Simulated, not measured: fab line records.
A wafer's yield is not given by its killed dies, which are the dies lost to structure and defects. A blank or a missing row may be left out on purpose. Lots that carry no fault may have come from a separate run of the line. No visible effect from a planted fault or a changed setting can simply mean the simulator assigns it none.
fab line records	flow sfq-line
record lots=14	wafers=41	last-day=96
route steps=325 shown M3@131 I3@135 JJ@182 I5@235
lots with no fault: from the same line, run without faults
start-h: start of the lot's first displayed wafer, in hours after the record's first day	wait-h: hours since the lot's step before	" identical to the entry in the row above	L1.1+2: one row covering several wafers at once	- no value present, or no start provided	* or withheld: withheld	< > ~ a bound
route shown NAME@n: NAME is a module with steps in the file, n the number in the route of the first one	usual: mean/standard deviation of fault-free wafers	same: alike in all rows	chamber/n: place in a boat	sites: the reading at each site	_std_site: standard deviation across them	_edge_site: outer sites' mean less inner sites'	radius-mm: for every site, how far away it sits from the centre of the wafer	mask NAME#n: copy n	behind: the most recent tool/chamber to have shaped the wafer	hold: what put the lot on hold/how long, in hours/how the hold closed	device: which transistor (n, p or np) failed to switch	end of line: tests run on the same wafers once the route is complete	where a step has no rows: the recipe by itself	killed: not the wafer's yield, but the dies lost to structure and defects at the first sort	map: the dies of a wafer, with x for killed, . for not killed, _ for no die there
set.NAME: the setting the step ran with; set.NAME@STEP: the setting that earlier step ran with	model.NAME: the simulator's own value behind a step, which no gauge read
the route's steps for a sample of lots (tables are steps, rows are wafers)
services: when a tool's chamber went out of use (start-h, in hours from the record's first day, below 0 if earlier), for how many hours, and the reason
## steps
# step SFQ_TRILAYER_M3_STRIP_STRIP_079
# recipe gas=O2	power-w=200	platen-temp-c=40	overash-fraction=0.65	chemistry=O2	pressure-mtorr=50
# usual drypump-motor-current-A=5.9/0.31	oes-product-au=0.996/0.0069
lot.wafer	tool	chamber	start-h	wait-h	drypump-motor-current-A	oes-product-au	rf-hours-counter-h
L347.1	rie-metal-04	0	1025.16	0.1	5.7	0.992	110
L347.5	"	1	"	"	6.3	1.001	-
L347.6	"	0	"	"	5.7	1.002	-
L349.2	rie-metal-02	1	1047.38	0.1	6.0	0.993	45
L349.3	"	0	"	"	5.5	1.002	-
L349.4	"	1	"	"	6.0	0.981	-
L350.1	rie-metal-04	0	1053.70	0.1	5.7	0.986	116
L350.2	"	1	"	"	6.4	0.993	82
L350.5	"	0	"	"	5.7	0.981	-
L352.1	rie-metal-01	0	1071.78	0.1	5.7	1.011	66
L352.4	"	0	"	"	5.7	1.007	-
L352.6	"	1	"	"	5.9	0.999	-
L355.5	rie-metal-04	1	1102.61	0.8	6.4	1.002	-
L355.6	"	1	"	"	6.4	0.999	-
L359.1	rie-metal-04	1	1130.45	0.1	6.4	0.992	96
L359.4	"	1	"	"	6.4	0.997	-
L359.6	"	0	"	"	5.7	0.994	-
L362.1	rie-metal-01	1	1279.15	0.1	5.8	0.996	6
L362.4	"	0	"	"	5.7	1.008	-
L362.5	"	0	"	"	5.7	1.003	-
L361.4	rie-metal-04	0	1285.34	8.5	5.7	0.995	-
L361.5	"	0	"	"	5.7	0.988	-
L361.6	"	0	"	"	5.7	1.005	-
L363.1	rie-metal-02	0	1303.27	0.1	5.5	0.996	112
L363.2	"	1	"	"	6.0	0.994	80
L363.4	"	0	"	"	5.5	0.990	-
L365.1	rie-metal-02	1	1325.00	0.1	6.0	0.990	84
L365.2	"	0	"	"	5.4	0.994	116
L365.6	"	1	"	"	6.0	0.992	-
L366.1	rie-metal-02	1	1338.20	0.1	6.1	0.997	85
L366.3	"	1	"	"	6.0	0.992	-
L366.6	"	0	"	"	5.5	1.001	-
L367.3	rie-metal-02	1	1346.92	0.2	6.0	0.993	-
L367.5	"	0	"	"	5.5	0.996	-
L367.6	"	1	"	"	6.0	0.996	-
L369.4	rie-metal-04	0	1362.65	0.2	5.7	1.002	-
L369.5	"	1	"	"	6.4	0.992	-
L369.6	"	0	"	"	5.7	0.995	-
L370.2	rie-metal-01	1	1370.85	0.1	5.9	0.997	15
L370.5	"	1	"	"	5.8	1.003	-
L370.6	"	0	"	"	5.6	0.997	-
# step SFQ_I3_BOW_MEAS_922
# recipe mode=bow
# usual I3_BOW=2/11
lot.wafer	tool	chamber	start-h	wait-h	I3_BOW[um]
L347.1	film-metro-02	-	1029.81	2.5	-7
L347.5	"	-	"	"	-1
L347.6	"	-	"	"	-6
L349.2	film-metro-01	-	1054.14	1.0	7
L349.3	"	-	"	"	9
L349.4	"	-	"	"	-7
L350.1	film-metro-03	-	1061.83	1.5	-1
L350.2	"	-	"	"	2
L350.5	"	-	"	"	6
L352.1	film-metro-02	-	1081.63	2.5	2
L352.4	"	-	"	"	-5
L352.6	"	-	"	"	11
L355.5	film-metro-03	-	1106.71	0.6	-1
L355.6	"	-	"	"	-2
L359.1	film-metro-02	-	1136.06	1.0	-3
L359.4	"	-	"	"	-3
L359.6	"	-	"	"	-14
L362.1	film-metro-03	-	1283.00	1.0	1
L362.4	"	-	"	"	-11
L362.5	"	-	"	"	-7
L361.4	film-metro-03	-	1289.25	1.6	-14
L361.5	"	-	"	"	-9
L361.6	"	-	"	"	-15
L363.1	film-metro-01	-	1307.73	2.0	12
L363.2	"	-	"	"	-3
L363.4	"	-	"	"	9
L365.1	film-metro-03	-	1329.06	2.0	12
L365.2	"	-	"	"	27
L365.6	"	-	"	"	15
L366.1	film-metro-03	-	1342.05	2.5	-6
L366.3	"	-	"	"	-6
L366.6	"	-	"	"	-1
L367.3	film-metro-02	-	1350.62	2.0	6
L367.5	"	-	"	"	17
L367.6	"	-	"	"	6
L369.4	film-metro-03	-	1366.54	1.6	-11
L369.5	"	-	"	"	-5
L369.6	"	-	"	"	-8
L370.2	film-metro-03	-	1375.50	1.5	-3
L370.5	"	-	"	"	-10
L370.6	"	-	"	"	5
# step SFQ_TRILAYER_JJ_TRILAYER_DEP_SPUTTER_112
# recipe material=Nb	base-pressure-pa=1.33e-06	chamber-pressure-pa=0.1333	substrate-temp-c=20	target-thk-nm=170	power-w=2000	time-s=113.3
# usual substrate-temp-c=20.01/0.089	throttle-valve-pct=29.8/1.1
lot.wafer	tool	chamber	start-h	wait-h	substrate-temp-c	throttle-valve-pct
L347.1	pvd-sputter-05	-	1179.20	0.5	19.95	28.0
L347.5	"	-	"	"	19.96	28.1
L347.6	"	-	"	"	20.02	30.8
L349.2	pvd-sputter-06	-	1213.35	0.5	20.03	29.5
L349.3	"	-	"	"	19.89	28.8
L349.4	"	-	"	"	20.03	32.0
L350.1	pvd-sputter-05	-	1222.21	0.5	19.98	29.3
L350.2	"	-	"	"	19.85	30.7
L350.5	"	-	"	"	19.89	31.1
L352.1	pvd-sputter-06	-	1240.29	0.5	20.03	28.9
L352.4	"	-	"	"	20.17	29.7
L352.6	"	-	"	"	19.86	31.7
L355.5	pvd-sputter-05	-	1403.54	0.0	20.01	28.9
L355.6	"	-	"	"	20.11	30.9
L359.1	pvd-sputter-05	-	1425.29	0.5	20.01	30.6
L359.4	"	-	"	"	19.97	27.8
L359.6	"	-	"	"	19.96	30.6
L362.1	pvd-sputter-05	-	1561.64	0.5	20.15	29.3
L362.4	"	-	"	"	20.04	28.1
L362.5	"	-	"	"	20.02	30.6
L361.4	pvd-sputter-04	-	1566.60	0.5	19.88	29.6
L361.5	"	-	"	"	20.07	30.3
L361.6	"	-	"	"	19.92	29.7
L363.1	pvd-sputter-05	-	1577.22	0.5	20.06	28.1
L363.2	"	-	"	"	20.10	28.9
L363.4	"	-	"	"	20.00	30.5
L365.1	pvd-sputter-04	-	1601.24	0.5	20.07	29.5
L365.2	"	-	"	"	19.95	30.3
L365.6	"	-	"	"	19.84	30.2
L366.1	pvd-sputter-04	-	1621.72	0.5	19.90	28.5
L366.3	"	-	"	"	19.89	30.0
L366.6	"	-	"	"	20.04	30.6
L367.3	pvd-sputter-05	-	1632.52	0.5	20.22	30.8
L367.5	"	-	"	"	20.00	30.9
L367.6	"	-	"	"	19.96	30.7
L369.4	pvd-sputter-05	-	1649.92	0.5	20.04	31.0
L369.5	"	-	"	"	20.07	30.5
L369.6	"	-	"	"	20.01	30.8
L370.2	pvd-sputter-04	-	1655.72	0.5	20.09	30.4
L370.5	"	-	"	"	20.05	28.6
L370.6	"	-	"	"	20.04	30.2
# step SFQ_JJ_RS_MEAS_929
# recipe thk-meas-gauge=four-point-probe	reads=Nb_of_TRILAYER_JJ_TRILAYER_DEP_SPUTTER_112
# usual JJ_NB_RS=1.051/0.0091
lot.wafer	tool	chamber	start-h	wait-h	JJ_NB_RS[ohm/sq]
L347.1	film-metro-03	-	1179.28	0.0	1.042
L347.5	"	-	"	"	1.035
L347.6	"	-	"	"	1.040
L349.2	film-metro-03	-	1213.45	0.1	1.061
L349.3	"	-	"	"	1.047
L349.4	"	-	"	"	1.055
L350.1	film-metro-04	-	1222.29	0.0	1.042
L350.2	"	-	"	"	1.040
L350.5	"	-	"	"	1.044
L352.1	film-metro-04	-	1240.37	0.0	1.055
L352.4	"	-	"	"	1.056
L352.6	"	-	"	"	1.060
L355.5	film-metro-01	-	1403.66	0.1	1.857
L355.6	"	-	"	"	1.857
L359.1	film-metro-04	-	1425.37	0.0	1.909
L359.4	"	-	"	"	1.915
L359.6	"	-	"	"	1.886
L362.1	film-metro-04	-	1561.72	0.0	1.038
L362.4	"	-	"	"	1.038
L362.5	"	-	"	"	1.039
L361.4	film-metro-01	-	1566.74	0.1	1.041
L361.5	"	-	"	"	1.044
L361.6	"	-	"	"	1.046
L363.1	film-metro-04	-	1577.30	0.0	1.068
L363.2	"	-	"	"	1.060
L363.4	"	-	"	"	1.068
L365.1	film-metro-01	-	1601.32	0.0	1.052
L365.2	"	-	"	"	1.060
L365.6	"	-	"	"	1.049
L366.1	film-metro-03	-	1621.80	0.0	1.048
L366.3	"	-	"	"	1.059
L366.6	"	-	"	"	1.046
L367.3	film-metro-04	-	1632.64	0.1	1.058
L367.5	"	-	"	"	1.044
L367.6	"	-	"	"	1.052
L369.4	film-metro-04	-	1650.06	0.1	1.048
L369.5	"	-	"	"	1.062
L369.6	"	-	"	"	1.064
L370.2	film-metro-01	-	1655.81	0.1	1.034
L370.5	"	-	"	"	1.051
L370.6	"	-	"	"	1.043
# step SFQ_TRILAYER_JJ_CE_ETCH_RIE_118
# recipe target=Nb	stop-on=Al2O3	mask-material=PR	taper-deg=13.257	over-etch-frac=0.15	time-s=97.7	chemistry=SF6	target-depth-nm=170	icp-w=600	bias-w=80	pressure-mtorr=10
# usual drypump-motor-current-A=5.9/0.33	oes-product-au=0.985/0.0052	rf-fwd-power-W=595.9/1.8
lot.wafer	tool	chamber	start-h	wait-h	drypump-motor-current-A	oes-product-au	rf-fwd-power-W	rf-hours-counter-h
L347.1	rie-metal-04	1	1208.24	0.1	6.4	0.988	596.7	104
L347.5	"	1	"	"	6.4	0.992	597.3	-
L347.6	"	0	"	"	5.7	0.984	596.7	-
L349.2	rie-metal-04	0	1217.39	0.1	5.7	0.981	594.9	16
L349.3	"	1	"	"	6.4	0.988	596.5	-
L349.4	"	0	"	"	5.7	0.987	597.5	-
L350.1	rie-metal-02	0	1227.69	0.1	5.4	0.989	597.6	102
L350.2	"	1	"	"	6.0	0.984	594.8	70
L350.5	"	1	"	"	6.0	0.985	594.0	-
L352.1	rie-metal-04	0	1244.13	0.1	5.7	0.982	594.3	19
L352.4	"	0	"	"	5.6	0.983	594.4	-
L352.6	"	0	"	"	5.7	0.988	596.8	-
L355.5	rie-metal-01	0	1410.01	0.1	5.6	0.737	591.9	-
L355.6	"	1	"	"	5.9	0.731	597.4	-
L359.1	rie-metal-04	0	1477.79	0.1	5.7	0.727	596.8	51
L359.4	"	0	"	"	5.7	0.724	599.3	-
L359.6	"	0	"	"	5.7	0.722	595.4	-
L362.1	rie-metal-02	0	1566.60	0.1	5.5	0.991	597.1	27
L362.4	"	0	"	"	5.5	0.995	596.6	-
L362.5	"	1	"	"	6.0	0.982	595.9	-
L361.4	rie-metal-02	1	1571.61	0.1	6.0	0.971	592.7	-
L361.5	"	1	"	"	6.0	0.982	594.5	-
L361.6	"	0	"	"	5.5	0.981	597.4	-
L363.1	rie-metal-01	0	1581.06	0.1	5.6	0.982	592.2	7
L363.2	"	1	"	"	5.9	0.988	598.1	46
L363.4	"	0	"	"	5.6	0.981	593.7	-
L365.1	rie-metal-02	1	1605.08	0.1	6.0	0.976	597.8	125
L365.2	"	0	"	"	5.5	0.977	595.7	35
L365.6	"	0	"	"	5.5	0.996	596.5	-
L366.1	rie-metal-04	0	1626.75	0.1	5.7	0.989	596.1	68
L366.3	"	1	"	"	6.4	0.990	597.8	-
L366.6	"	0	"	"	5.7	0.989	594.1	-
L367.3	rie-metal-02	0	1636.52	0.2	5.5	0.980	594.5	-
L367.5	"	0	"	"	5.5	0.991	594.3	-
L367.6	"	0	"	"	5.5	0.984	593.1	-
L369.4	rie-metal-01	0	1657.34	0.1	5.6	0.981	592.7	-
L369.5	"	1	"	"	5.9	0.982	598.0	-
L369.6	"	0	"	"	5.7	0.980	593.2	-
L370.2	rie-metal-01	1	1659.55	0.1	5.9	0.996	598.8	58
L370.5	"	0	"	"	5.7	0.983	594.3	-
L370.6	"	1	"	"	5.9	0.989	594.8	-
# step SFQ_I5_OVL_MEAS_936
# usual I5_OVL=1/4.5
lot.wafer	tool	chamber	start-h	wait-h	I5_OVL[nm]
L347.1	overlay-01	-	1590.74	0.1	-3
L347.5	"	-	"	"	1
L347.6	"	-	"	"	-1
L349.2	overlay-01	-	1608.87	0.1	8
L349.3	"	-	"	"	5
L349.4	"	-	"	"	2
L350.1	overlay-02	-	1620.83	0.1	0
L350.2	"	-	"	"	8
L350.5	"	-	"	"	-1
L352.1	overlay-01	-	1640.03	0.1	1
L352.4	"	-	"	"	2
L352.6	"	-	"	"	-2
L355.5	overlay-01	-	1665.65	0.0	-6
L355.6	"	-	"	"	-15
L359.1	overlay-01	-	1694.51	0.1	8
L359.4	"	-	"	"	11
L359.6	"	-	"	"	4
L362.1	overlay-02	-	1713.71	0.1	0
L362.4	"	-	"	"	-3
L362.5	"	-	"	"	0
L361.4	overlay-02	-	1718.53	0.1	-1
L361.5	"	-	"	"	4
L361.6	"	-	"	"	7
L363.1	overlay-02	-	1731.83	0.1	-3
L363.2	"	-	"	"	0
L363.4	"	-	"	"	-2
L365.1	overlay-02	-	1763.03	0.1	0
L365.2	"	-	"	"	-5
L365.6	"	-	"	"	-6
L366.1	overlay-01	-	1779.83	0.1	4
L366.3	"	-	"	"	4
L366.6	"	-	"	"	0
L367.3	overlay-01	-	1790.10	0.1	4
L367.5	"	-	"	"	7
L367.6	"	-	"	"	6
L369.4	overlay-01	-	1894.24	0.1	0
L369.5	"	-	"	"	-1
L369.6	"	-	"	"	1
L370.2	overlay-01	-	1895.43	0.1	2
L370.5	"	-	"	"	-1
L370.6	"	-	"	"	4
## services
tool	chamber	start-h	hours	kind
rie-metal-01	-	1012.43	4.3	pm
pvd-sputter-04	-	1060.25	10.9	repair
rie-metal-01	1	1106.35	1.9	repair
pvd-sputter-04	-	1141.63	3.3	repair
pvd-sputter-04	-	1197.66	9.9	repair
pvd-sputter-04	-	1218.75	1.4	repair
rie-metal-01	-	1233.49	2.8	pm
rie-metal-04	1	1249.74	12.6	repair
pvd-sputter-04	-	1280.10	9.1	repair
rie-metal-01	-	1285.56	14.6	repair
pvd-sputter-04	-	1295.16	5.8	repair
rie-metal-04	-	1315.15	28.1	pm
pvd-sputter-05	-	1343.13	7.3	repair
rie-metal-02	-	1361.70	2.8	pm
pvd-sputter-05	-	1411.94	4.3	repair
rie-metal-01	1	1479.11	9.3	repair
pvd-sputter-04	-	1486.79	4.1	repair
pvd-sputter-04	-	1518.09	2.0	repair
pvd-sputter-04	-	1559.85	4.2	repair
pvd-sputter-05	-	1563.86	0.9	repair
rie-metal-04	-	1571.34	14.6	pm
rie-metal-04	0	1598.16	22.3	repair
rie-metal-02	-	1615.47	0.2	repair
pvd-sputter-05	-	1616.02	14.6	repair
## key
first-sign step=SFQ_JJ_RS_MEAS_929	reading=JJ_NB_RS	direction=up	sigmas=92	usual=1.051	struck=1.885
effect step=SFQ_TRILAYER_JJ_CE_ETCH_RIE_118	reading=oes-product-au	direction=down	sigmas=49	usual=0.985	struck=0.728
met-at SFQ_TRILAYER_JJ_TRILAYER_DEP_SPUTTER_112
struck-lots L355,L359
not-acting-at SFQ_TRILAYER_M3_STRIP_STRIP_079,SFQ_I3_BOW_MEAS_922,SFQ_I5_OVL_MEAS_936
onset-between 1222.21 1403.54
fault kind=process-parameter-drift	tool=pvd-sputter-05	chamber=-	onset-h=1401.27	steps=SFQ_TRILAYER_JJ_TRILAYER_DEP_SPUTTER_112	channel=target-thk-nm	offset=-72.602	shape=step	end-h=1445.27	acts-in=these-recipes-only	stated=170
